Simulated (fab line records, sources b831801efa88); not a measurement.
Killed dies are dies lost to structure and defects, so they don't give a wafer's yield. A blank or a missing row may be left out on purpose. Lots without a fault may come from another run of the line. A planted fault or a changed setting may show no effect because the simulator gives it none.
fab line records | flow gf180mcu
record lots=24 wafers=72 last_day=34
route steps=602 shown V2@403 M3@423 V3@434 M4@473 V4@490
lots that met no fault: from a run of the same line without faults
start_h: hours from the record's first day to the start of the lot's first wafer shown | wait_h: hours since the lot's step before | " the same as in the row above | L1.1+2: a row that stands for several wafers | - no value, or no start given | * or withheld: withheld | < > ~ a bound
route shown NAME@n: a module of which the file shows steps, and the number in the route of the first | usual: mean/standard deviation of fault-free wafers | same: alike in all rows | chamber/n: place in a boat | sites: the reading at each site | _std_site: their standard deviation | _edge_site: outer sites' mean less inner sites' | radius_mm: how far each site lies from the wafer's centre | mask NAME#n: copy n | behind: the tool/chamber that last shaped the wafer | hold: why the lot was held/for how many hours/how that ended | device: the transistor (n, p or np) that didn't switch | end of line: the same wafers' tests at the end of the route | a step without rows: its recipe alone | killed: dies lost to structure and defects at the first sort, not the wafer's yield | map: a wafer's dies, x killed, . not, _ none there
set.NAME: the setting as run; set.NAME@STEP: as run at that earlier step | model.NAME: the simulator's own value behind a step, which no gauge read
steps of the route over a sample of lots; a table a step, a row a wafer
services: from which hour (start_h, from the record's first day; less than 0 if before it) a tool's chamber was out of use, for how many hours, and why
## steps
# step GF_V2_SPUTTER_21
# recipe material=Ti target_thk_nm=15 chamber_pressure_pa=5 power_w=2500 substrate_temp_c=200 time_s=80.02
# usual throttle_valve_pct=29.6/0.72
# columns lot.wafer tool chamber start_h wait_h throttle_valve_pct
L074.1 pvd_sputter-03 - 464.15 0.0 29.3
L074.4 " - " " 29.7
L074.5 " - " " 29.5
L075.2 pvd_sputter-03 - 465.59 0.0 29.0
L075.5 " - " " 28.7
L075.6 " - " " 29.3
L076.2 pvd_sputter-03 - 475.27 0.0 29.3
L076.3 " - " " 29.4
L076.5 " - " " 29.0
L077.1 pvd_sputter-03 - 493.97 0.0 28.8
L077.2 " - " " 29.4
L077.4 " - " " 29.2
L078.1 pvd_sputter-02 - 494.36 0.0 29.6
L078.2 " - " " 30.6
L078.4 " - " " 30.6
L079.2 pvd_sputter-02 - 502.89 0.0 29.6
L079.4 " - " " 30.8
L079.6 " - " " 29.5
L080.2 pvd_sputter-02 - 517.63 0.0 29.9
L080.4 " - " " 30.6
L080.6 " - " " 30.9
L081.1 pvd_sputter-03 - 520.54 0.0 29.2
L081.2 " - " " 28.9
L081.3 " - " " 29.4
L082.1 pvd_sputter-01 - 529.45 0.0 30.7
L082.5 " - " " 28.7
L082.6 " - " " 30.4
L083.1 pvd_sputter-03 - 536.65 0.0 29.4
L083.2 " - " " 28.3
L083.5 " - " " 29.1
L084.1 pvd_sputter-03 - 546.58 0.0 29.6
L084.4 " - " " 29.3
L084.5 " - " " 29.2
L085.1 pvd_sputter-01 - 557.53 0.0 30.6
L085.2 " - " " 28.8
L085.3 " - " " 30.4
L086.3 pvd_sputter-01 - 561.52 0.0 30.7
L086.4 " - " " 30.3
L086.5 " - " " 30.4
L087.2 pvd_sputter-02 - 581.54 0.0 29.7
L087.3 " - " " 30.9
L087.5 " - " " 30.8
L088.3 pvd_sputter-02 - 585.66 0.0 29.7
L088.5 " - " " 30.6
L088.6 " - " " 29.8
L089.1 pvd_sputter-03 - 592.63 0.0 29.3
L089.4 " - " " 28.7
L089.6 " - " " 29.1
L090.2 pvd_sputter-01 - 601.45 0.0 30.7
L090.4 " - " " 28.8
L090.5 " - " " 30.3
L091.3 pvd_sputter-03 - 606.20 0.0 29.5
L091.4 " - " " 28.8
L091.5 " - " " 29.7
L092.1 pvd_sputter-03 - 614.15 0.0 28.7
L092.2 " - " " 29.6
L092.5 " - " " 28.5
L093.1 pvd_sputter-01 - 627.25 0.0 30.3
L093.2 " - " " 30.7
L093.3 " - " " 28.9
L094.3 pvd_sputter-03 - 627.55 0.0 29.4
L094.5 " - " " 29.2
L094.6 " - " " 28.6
L095.2 pvd_sputter-01 - 632.45 0.0 29.0
L095.4 " - " " 30.4
L095.6 " - " " 30.2
L096.1 pvd_sputter-03 - 651.29 0.0 28.5
L096.3 " - " " 29.1
L096.5 " - " " 28.7
L097.1 pvd_sputter-01 - 654.74 0.0 28.7
L097.3 " - " " 30.6
L097.5 " - " " 28.5
# step GF_M3_CD_MEAS_14
# recipe target_cd_nm=280
# usual cd_nm=280.0/1.3
# columns lot.wafer tool chamber start_h wait_h cd_nm
L074.1 cd_sem-01 - 488.93 0.1 279.5
L074.4 " - " " 278.1
L074.5 " - " " 279.0
L075.2 cd_sem-01 - 490.30 0.1 280.2
L075.5 " - " " 278.8
L075.6 " - " " 279.2
L076.2 cd_sem-01 - 500.10 0.1 280.3
L076.3 " - " " 278.8
L076.5 " - " " 279.2
L077.1 cd_sem-01 - 518.28 0.1 280.8
L077.2 " - " " 280.9
L077.4 " - " " 281.0
L078.1 cd_sem-02 - 518.78 0.1 279.7
L078.2 " - " " 279.7
L078.4 " - " " 278.8
L079.2 cd_sem-01 - 527.15 0.1 281.4
L079.4 " - " " 281.3
L079.6 " - " " 281.6
L080.2 cd_sem-01 - 540.95 0.1 282.2
L080.4 " - " " 281.9
L080.6 " - " " 280.4
L081.1 cd_sem-02 - 544.23 0.1 282.0
L081.2 " - " " 281.5
L081.3 " - " " 281.9
L082.1 cd_sem-02 - 552.48 0.1 279.8
L082.5 " - " " 279.5
L082.6 " - " " 278.5
L083.1 cd_sem-02 - 559.63 0.1 279.2
L083.2 " - " " 278.8
L083.5 " - " " 279.3
L084.1 cd_sem-02 - 569.67 0.1 278.2
L084.4 " - " " 278.0
L084.5 " - " " 279.4
L085.1 cd_sem-01 - 580.18 0.1 280.3
L085.2 " - " " 279.2
L085.3 " - " " 279.5
L086.3 cd_sem-01 - 583.77 0.1 279.0
L086.4 " - " " 279.2
L086.5 " - " " 280.6
L087.2 cd_sem-01 - 603.89 0.1 281.2
L087.3 " - " " 279.7
L087.5 " - " " 281.2
L088.3 cd_sem-02 - 607.57 0.1 283.3
L088.5 " - " " 282.7
L088.6 " - " " 282.1
L089.1 cd_sem-02 - 614.73 0.1 280.1
L089.4 " - " " 280.4
L089.6 " - " " 279.5
L090.2 cd_sem-02 - 623.14 0.1 277.3
L090.4 " - " " 278.0
L090.5 " - " " 278.7
L091.3 cd_sem-01 - 627.46 0.1 279.4
L091.4 " - " " 279.7
L091.5 " - " " 277.8
L092.1 cd_sem-01 - 635.63 0.1 278.8
L092.2 " - " " 279.3
L092.5 " - " " 279.7
L093.1 cd_sem-01 - 646.98 0.1 279.4
L093.2 " - " " 278.2
L093.3 " - " " 279.5
L094.3 cd_sem-01 - 648.22 0.1 280.1
L094.5 " - " " 280.5
L094.6 " - " " 280.0
L095.2 cd_sem-01 - 653.45 0.1 281.3
L095.4 " - " " 279.1
L095.6 " - " " 281.0
L096.1 cd_sem-02 - 672.23 0.1 279.9
L096.3 " - " " 280.8
L096.5 " - " " 279.8
L097.1 cd_sem-02 - 674.62 0.1 279.9
L097.3 " - " " 278.7
L097.5 " - " " 279.7
# step GF_V3_BOW_MEAS_05
# recipe mode=bow
# usual V3_BOW=120/8.9
# columns lot.wafer tool chamber start_h wait_h V3_BOW[um]
L074.1 film_metro-02 - 490.33 0.1 122
L074.4 " - " " 118
L074.5 " - " " 130
L075.2 film_metro-02 - 491.67 0.1 124
L075.5 " - " " 127
L075.6 " - " " 127
L076.2 film_metro-02 - 501.54 0.1 100
L076.3 " - " " 108
L076.5 " - " " 101
L077.1 film_metro-03 - 519.64 0.2 126
L077.2 " - " " 116
L077.4 " - " " 124
L078.1 film_metro-02 - 520.15 0.1 126
L078.2 " - " " 108
L078.4 " - " " 118
L079.2 film_metro-03 - 528.51 0.1 122
L079.4 " - " " 118
L079.6 " - " " 110
L080.2 film_metro-03 - 542.34 0.3 113
L080.4 " - " " 112
L080.6 " - " " 131
L081.1 film_metro-03 - 545.63 0.1 118
L081.2 " - " " 112
L081.3 " - " " 118
L082.1 film_metro-03 - 553.89 0.1 125
L082.5 " - " " 125
L082.6 " - " " 114
L083.1 film_metro-03 - 561.00 0.1 112
L083.2 " - " " 126
L083.5 " - " " 128
L084.1 film_metro-03 - 571.13 0.2 121
L084.4 " - " " 113
L084.5 " - " " 112
L085.1 film_metro-02 - 581.54 0.2 102
L085.2 " - " " 117
L085.3 " - " " 118
L086.3 film_metro-03 - 585.16 0.1 112
L086.4 " - " " 111
L086.5 " - " " 119
L087.2 film_metro-03 - 605.25 0.2 114
L087.3 " - " " 124
L087.5 " - " " 122
L088.3 film_metro-04 - 608.93 0.1 104
L088.5 " - " " 110
L088.6 " - " " 104
L089.1 film_metro-03 - 616.10 0.2 128
L089.4 " - " " 127
L089.6 " - " " 121
L090.2 film_metro-04 - 624.98 0.1 128
L090.4 " - " " 131
L090.5 " - " " 119
L091.3 film_metro-02 - 629.30 0.1 129
L091.4 " - " " 134
L091.5 " - " " 120
L092.1 film_metro-04 - 637.00 0.2 118
L092.2 " - " " 119
L092.5 " - " " 112
L093.1 film_metro-03 - 648.46 0.1 135
L093.2 " - " " 125
L093.3 " - " " 130
L094.3 film_metro-03 - 649.72 0.2 126
L094.5 " - " " 114
L094.6 " - " " 128
L095.2 film_metro-02 - 654.99 0.1 107
L095.4 " - " " 110
L095.6 " - " " 140
L096.1 film_metro-04 - 673.59 0.1 133
L096.3 " - " " 131
L096.5 " - " " 141
L097.1 film_metro-04 - 676.03 0.2 121
L097.3 " - " " 118
L097.5 " - " " 109
# step GF_M4_STRIP_17
# recipe chemistry=O2/N2 power_w=1400 pressure_mtorr=1574 platen_temp_c=250 o2_flow_sccm=3000 n2_flow_sccm=300 overash_fraction=0.5
# usual drypump_motor_current_A=5.85/0.18 heater_power_w=333/36 n2_flow_sccm=299.9/0.9 oes_product_au=0.559/0.0047 strip_time_to_endpoint_s=7.79/0.034
# columns lot.wafer tool chamber start_h wait_h drypump_motor_current_A heater_power_w n2_flow_sccm oes_product_au rf_hours_counter_h strip_time_to_endpoint_s
L074.1 plasma_asher-01 1 538.83 0.1 5.81 280 300.3 0.558 73 7.83
L074.4 " 1 " " 5.88 271 301.1 0.555 - 7.76
L074.5 " 1 " " 5.88 281 301.1 0.566 - 7.79
L075.2 plasma_asher-01 1 540.45 0.1 5.85 274 300.4 0.556 73 7.73
L075.5 " 1 " " 5.85 281 298.7 0.561 - 7.77
L075.6 " 0 " " 5.76 353 301.4 0.558 - 7.74
L076.2 plasma_asher-01 1 549.38 0.2 5.90 281 300.8 0.554 75 7.79
L076.3 " 1 " " 5.86 283 300.6 0.554 - 7.80
L076.5 " 0 " " 5.77 353 300.5 0.551 - 7.84
L077.1 plasma_asher-04 1 566.40 0.1 6.02 335 301.8 0.562 44 7.82
L077.2 " 0 " " 6.08 331 298.8 0.554 44 7.75
L077.4 " 1 " " 6.05 341 300.5 0.556 - 7.74
L078.1 plasma_asher-01 0 566.70 0.1 5.72 359 297.8 0.558 77 7.83
L078.2 " 1 " " 5.87 284 298.1 0.559 77 7.78
L078.4 " 1 " " 5.86 286 298.6 0.555 - 7.75
L079.2 plasma_asher-01 0 574.45 0.1 5.76 359 299.5 0.558 78 7.81
L079.4 " 0 " " 5.75 359 300.3 0.556 - 7.83
L079.6 " 1 " " 5.93 280 299.6 0.559 - 7.79
L080.2 plasma_asher-01 1 588.20 0.1 5.88 282 300.0 0.552 79 7.79
L080.4 " 1 " " 5.90 278 300.6 0.557 - 7.78
L080.6 " 0 " " 5.77 370 299.6 0.552 - 7.77
L081.1 plasma_asher-01 1 590.83 0.1 5.86 280 301.0 0.557 79 7.77
L081.2 " 0 " " 5.74 358 301.1 0.562 79 7.84
L081.3 " 0 " " 5.74 359 300.3 0.557 - 7.83
L082.1 plasma_asher-04 0 598.15 0.1 6.10 343 299.8 0.565 47 7.77
L082.5 " 0 " " 6.10 333 299.8 0.562 - 7.78
L082.6 " 1 " " 6.04 342 299.9 0.561 - 7.78
L083.1 plasma_asher-04 0 605.80 0.1 6.10 332 300.0 0.563 48 7.80
L083.2 " 1 " " 6.04 335 299.7 0.564 48 7.82
L083.5 " 1 " " 6.07 340 300.5 0.561 - 7.82
L084.1 plasma_asher-02 1 615.35 0.1 5.79 395 299.8 0.564 20 7.80
L084.4 " 0 " " 5.52 302 300.8 0.560 - 7.87
L084.5 " 1 " " 5.77 393 299.1 0.558 - 7.82
L085.1 plasma_asher-02 1 625.43 0.1 5.79 388 298.9 0.556 21 7.77
L085.2 " 0 " " 5.55 309 300.5 0.563 21 7.80
L085.3 " 0 " " 5.55 303 299.6 0.554 - 7.75
L086.3 plasma_asher-02 1 628.53 0.1 5.78 388 299.2 0.551 - 7.78
L086.4 " 0 " " 5.53 314 300.3 0.564 - 7.82
L086.5 " 1 " " 5.79 384 300.0 0.560 - 7.79
L087.2 plasma_asher-02 0 647.59 0.1 5.55 303 299.3 0.556 23 7.77
L087.3 " 1 " " 5.79 384 300.6 0.559 - 7.77
L087.5 " 1 " " 5.78 385 300.2 0.562 - 7.80
L088.3 plasma_asher-04 0 652.18 0.1 6.08 336 300.0 0.547 - 7.77
L088.5 " 0 " " 6.08 332 301.5 0.549 - 7.82
L088.6 " 1 " " 6.05 336 300.7 0.560 - 7.77
L089.1 plasma_asher-02 0 657.36 0.2 5.53 304 299.7 0.558 24 7.79
L089.4 " 1 " " 5.81 386 298.7 0.559 - 7.78
L089.6 " 1 " " 5.81 379 299.0 0.553 - 7.77
L090.2 plasma_asher-04 1 666.39 0.1 6.05 337 300.0 0.560 54 7.87
L090.4 " 0 " " 6.09 347 299.4 0.568 - 7.88
L090.5 " 0 " " 6.09 342 300.5 0.559 - 7.86
L091.3 plasma_asher-02 0 670.24 0.1 5.55 310 300.9 0.563 - 7.87
L091.4 " 1 " " 5.82 387 299.0 0.574 - 7.87
L091.5 " 1 " " 5.78 379 299.1 0.575 - 7.83
L092.1 plasma_asher-04 0 678.25 0.1 6.11 337 301.1 0.558 56 7.77
L092.2 " 1 " " 6.05 338 300.6 0.555 56 7.81
L092.5 " 0 " " 6.10 339 299.6 0.560 - 7.76
L093.1 plasma_asher-04 0 688.79 0.1 6.09 337 299.5 0.564 57 7.78
L093.2 " 1 " " 6.08 338 300.9 0.565 57 7.83
L093.3 " 1 " " 6.07 344 301.8 0.560 - 7.76
L094.3 plasma_asher-02 1 689.93 0.1 5.81 382 300.9 0.553 - 7.85
L094.5 " 0 " " 5.55 295 298.4 0.555 - 7.80
L094.6 " 1 " " 5.81 389 301.0 0.558 - 7.85
L095.2 plasma_asher-01 0 695.04 0.1 5.71 353 299.8 0.556 88 7.74
L095.4 " 1 " " 5.85 275 300.3 0.571 - 7.79
L095.6 " 0 " " 5.75 359 298.5 0.556 - 7.81
L096.1 plasma_asher-01 1 711.55 0.1 5.88 276 300.1 0.548 90 7.74
L096.3 " 1 " " 5.87 275 299.9 0.558 - 7.77
L096.5 " 1 " " 5.84 280 299.9 0.564 - 7.78
L097.1 plasma_asher-01 1 714.68 0.1 5.91 289 299.2 0.551 90 7.78
L097.3 " 0 " " 5.74 354 300.3 0.557 - 7.77
L097.5 " 0 " " 5.72 362 299.4 0.560 - 7.81
# step GF_V4_CD_MEAS_14
# recipe target_cd_nm=260
# usual cd_nm=260.0/1.1
# columns lot.wafer tool chamber start_h wait_h cd_nm
L074.1 cd_sem-02 - 562.27 0.1 260.5
L074.4 " - " " 260.0
L074.5 " - " " 260.5
L075.2 cd_sem-01 - 564.05 0.1 259.6
L075.5 " - " " 260.0
L075.6 " - " " 259.2
L076.2 cd_sem-01 - 572.33 0.1 260.1
L076.3 " - " " 261.4
L076.5 " - " " 260.7
L077.1 cd_sem-02 - 589.11 0.1 259.5
L077.2 " - " " 259.7
L077.4 " - " " 260.4
L078.1 cd_sem-01 - 589.46 0.1 261.6
L078.2 " - " " 260.6
L078.4 " - " " 261.1
L079.2 cd_sem-02 - 596.45 0.1 260.0
L079.4 " - " " 260.6
L079.6 " - " " 259.5
L080.2 cd_sem-01 - 610.48 0.1 261.2
L080.4 " - " " 260.4
L080.6 " - " " 260.6
L081.1 cd_sem-02 - 612.98 0.1 258.2
L081.2 " - " " 257.3
L081.3 " - " " 258.5
L082.1 cd_sem-02 - 620.11 0.1 261.9
L082.5 " - " " 263.2
L082.6 " - " " 261.6
L083.1 cd_sem-02 - 627.51 0.1 259.9
L083.2 " - " " 258.7
L083.5 " - " " 260.2
L084.1 cd_sem-01 - 636.88 0.1 259.7
L084.4 " - " " 259.8
L084.5 " - " " 258.5
L085.1 cd_sem-01 - 646.56 0.1 257.5
L085.2 " - " " 259.1
L085.3 " - " " 258.7
L086.3 cd_sem-01 - 649.56 0.1 258.9
L086.4 " - " " 259.2
L086.5 " - " " 259.5
L087.2 cd_sem-01 - 667.95 0.1 260.9
L087.3 " - " " 261.3
L087.5 " - " " 259.7
L088.3 cd_sem-01 - 673.06 0.1 259.7
L088.5 " - " " 258.6
L088.6 " - " " 257.3
L089.1 cd_sem-01 - 678.52 0.1 260.3
L089.4 " - " " 260.2
L089.6 " - " " 261.2
L090.2 cd_sem-01 - 685.70 0.1 260.9
L090.4 " - " " 261.3
L090.5 " - " " 260.6
L091.3 cd_sem-02 - 690.12 0.1 260.7
L091.4 " - " " 259.5
L091.5 " - " " 259.2
L092.1 cd_sem-01 - 698.62 0.1 261.0
L092.2 " - " " 260.7
L092.5 " - " " 261.7
L093.1 cd_sem-02 - 708.66 0.1 257.9
L093.2 " - " " 258.0
L093.3 " - " " 258.1
L094.3 cd_sem-01 - 709.41 0.1 259.5
L094.5 " - " " 260.5
L094.6 " - " " 259.1
L095.2 cd_sem-02 - 714.39 0.1 260.7
L095.4 " - " " 260.5
L095.6 " - " " 260.1
L096.1 cd_sem-01 - 730.06 0.1 260.1
L096.3 " - " " 260.8
L096.5 " - " " 260.3
L097.1 cd_sem-02 - 733.33 0.1 261.5
L097.3 " - " " 260.7
L097.5 " - " " 261.7
# step GF_V4_CVD_23
# recipe material=W target_thk_nm=350 time_s=104.9 temp_c=400 pressure_torr=40
# usual heater_power_w=823/110
# columns lot.wafer tool chamber start_h wait_h heater_power_w
L074.1 cvd_w-01 0 563.22 0.0 694
L074.4 " 1 " " 755
L074.5 " 0 " " 711
L075.2 cvd_w-01 1 564.95 0.0 764
L075.5 " 1 " " 771
L075.6 " 0 " " 721
L076.2 cvd_w-02 0 573.57 0.0 822
L076.3 " 0 " " 810
L076.5 " 1 " " 1020
L077.1 cvd_w-01 1 590.03 0.0 756
L077.2 " 0 " " 733
L077.4 " 0 " " 704
L078.1 cvd_w-02 0 590.38 0.0 824
L078.2 " 1 " " 1009
L078.4 " 1 " " 990
L079.2 cvd_w-02 0 597.38 0.0 839
L079.4 " 0 " " 817
L079.6 " 1 " " 1017
L080.2 cvd_w-01 1 611.41 0.0 757
L080.4 " 1 " " 777
L080.6 " 0 " " 721
L081.1 cvd_w-02 1 613.91 0.0 1016
L081.2 " 0 " " 846
L081.3 " 1 " " 991
L082.1 cvd_w-01 1 621.06 0.0 764
L082.5 " 1 " " 781
L082.6 " 0 " " 723
L083.1 cvd_w-02 0 628.44 0.0 844
L083.2 " 1 " " 1028
L083.5 " 0 " " 814
L084.1 cvd_w-01 1 637.80 0.0 768
L084.4 " 0 " " 705
L084.5 " 1 " " 764
L085.1 cvd_w-01 0 647.48 0.0 713
L085.2 " 1 " " 748
L085.3 " 0 " " 710
L086.3 cvd_w-01 0 650.48 0.1 711
L086.4 " 1 " " 775
L086.5 " 1 " " 747
L087.2 cvd_w-01 0 668.84 0.0 714
L087.3 " 0 " " 697
L087.5 " 1 " " 762
L088.3 cvd_w-01 0 674.01 0.1 708
L088.5 " 1 " " 785
L088.6 " 0 " " 691
L089.1 cvd_w-02 1 679.85 0.0 1019
L089.4 " 0 " " 836
L089.6 " 1 " " 1011
L090.2 cvd_w-01 0 686.95 0.0 712
L090.4 " 0 " " 721
L090.5 " 1 " " 776
L091.3 cvd_w-02 0 691.08 0.1 830
L091.4 " 1 " " 1050
L091.5 " 0 " " 830
L092.1 cvd_w-02 1 699.57 0.0 1022
L092.2 " 0 " " 815
L092.5 " 0 " " 825
L093.1 cvd_w-01 0 709.60 0.0 705
L093.2 " 1 " " 774
L093.3 " 0 " " 709
L094.3 cvd_w-02 0 710.39 0.1 813
L094.5 " 1 " " 991
L094.6 " 0 " " 820
L095.2 cvd_w-02 0 715.32 0.0 829
L095.4 " 1 " " 1000
L095.6 " 1 " " 1008
L096.1 cvd_w-02 1 730.99 0.0 1048
L096.3 " 1 " " 1060
L096.5 " 1 " " 1034
L097.1 cvd_w-01 1 734.24 0.0 769
L097.3 " 0 " " 715
L097.5 " 1 " " 767
## services
# columns tool chamber start_h hours kind
plasma_asher-01 - 442.28 1.2 repair
plasma_asher-01 - 449.66 2.2 repair
cvd_w-02 - 460.99 0.5 repair
pvd_sputter-01 0 471.15 - consumable_replace:kit
pvd_sputter-01 - 477.89 9.2 repair
plasma_asher-04 - 484.81 2.8 pm
plasma_asher-01 - 486.82 1.3 repair
cvd_w-02 - 499.74 6.9 pm
pvd_sputter-02 - 514.90 1.1 repair
plasma_asher-01 - 521.87 2.8 pm
plasma_asher-01 - 532.44 4.1 repair
plasma_asher-04 - 537.96 15.9 pm
plasma_asher-02 - 538.36 14.6 pm
pvd_sputter-02 - 546.38 8.1 repair
cvd_w-02 - 559.20 6.2 repair
plasma_asher-01 - 604.80 3.2 repair
plasma_asher-01 - 608.02 14.6 pm
pvd_sputter-03 - 638.32 0.7 repair
pvd_sputter-03 3 639.55 - consumable_replace:kit
plasma_asher-04 - 662.54 3.5 repair
cvd_w-02 0 678.30 1.4 repair
pvd_sputter-01 - 685.31 1.6 repair
cvd_w-01 - 687.86 0.7 repair
pvd_sputter-01 - 689.55 0.7 repair
## key
fault none
